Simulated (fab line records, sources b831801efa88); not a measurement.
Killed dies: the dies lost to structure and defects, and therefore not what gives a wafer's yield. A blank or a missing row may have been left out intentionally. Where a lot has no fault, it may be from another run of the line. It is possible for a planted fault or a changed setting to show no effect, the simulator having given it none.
Shared-tool check    flow sky130    Sample size 8 lots and 24 wafers

REASON IT WAS OPENED
Of 8 lots, 2 have the reading SONOS_ONO_CVD_04_THK flagged at SKY_SONOS_ONO_THK_MEAS_05. Wafers without a fault read 5.72 nm, standard deviation 0.088.
Rule: flag the lot when none of its wafers has a number, or when each of its wafers that has one lies beyond 4 standard deviations from that mean. All remaining lots are regarded as sound.

lot   measured      on             SONOS_ONO_CVD_04_THK (nm), wafer by wafer  flag
L486  day 11 18:25  film-metro-02  5.65 5.55 5.57                             
L487  day 12 01:45  film-metro-04  5.77 5.70 5.75                             
L488  day 12 09:22  film-metro-03  5.58 5.68 5.72                             
L489  day 12 15:25  film-metro-03  5.84 5.81 5.76                             
L490  day 12 15:26  film-metro-04  5.70 5.83 5.72                             
L491  day 13 07:20  film-metro-04  5.64 5.56 5.62                             
L500  day 16 12:59  film-metro-03  5.27 5.24 5.23                             FLAGGED
L501  day 16 20:52  film-metro-02  5.21 5.21 5.23                             FLAGGED
On average the flagged lots' numbers are 5.23 nm, which is -0.49 nm against the usual, or -6 standard deviations.

WHICH TOOL RAN EACH LOT
The record keeps 1 process step preceding the reading, out of 708 steps on the route. Every cell lists first the tool, next ch and the chambers used by the sampled wafers, and last the start.
lot   flag     SKY_SONOS_ONO_CVD_04
L486           lpcvd-03 ch 1, day 11 17:10
L487           lpcvd-03 ch 1, day 12 00:29
L488           lpcvd-03 ch 1, day 12 08:07
L489           lpcvd-03 ch 0, day 12 14:10
L490           lpcvd-03 ch 1, day 12 14:10
L491           lpcvd-03 ch 0, day 13 06:05
L500  FLAGGED  lpcvd-03 ch 1, day 16 11:43
L501  FLAGGED  lpcvd-03 ch 0, day 16 19:35
These steps, and what they do:
- SKY_SONOS_ONO_CVD_04: deposits SiO2 from SiH4/N2O, target thk 5.7199 nm.
- SKY_SONOS_ONO_THK_MEAS_05

FLAGGED AGAINST TOTAL, ONE TOOL AT A TIME (gauges that did the reading follow at the end)
step                       tool           lots run  flagged  share of the flagged lots  sound lots run after its first flagged lot
SKY_SONOS_ONO_CVD_04       lpcvd-03       8         2        all                        0
SKY_SONOS_ONO_THK_MEAS_05  film-metro-02  2         1        some                       0
SKY_SONOS_ONO_THK_MEAS_05  film-metro-03  3         1        some                       0
SKY_SONOS_ONO_THK_MEAS_05  film-metro-04  3         0        none                       -

WHAT IS ALLOWED BY THE TABLE
All flagged lots share 1 row of the table, namely lpcvd-03 at SKY_SONOS_ONO_CVD_04.
- lpcvd-03 at SKY_SONOS_ONO_CVD_04: 2 of its 8 lots flagged. A fault beginning between L491 (day 13 06:05), its last sound lot, and L500 (day 16 11:43), its first flagged one, fits the data.
What remains is a single tool, lpcvd-03 at SKY_SONOS_ONO_CVD_04.

WHAT THE SIMULATOR HAD PUT IN
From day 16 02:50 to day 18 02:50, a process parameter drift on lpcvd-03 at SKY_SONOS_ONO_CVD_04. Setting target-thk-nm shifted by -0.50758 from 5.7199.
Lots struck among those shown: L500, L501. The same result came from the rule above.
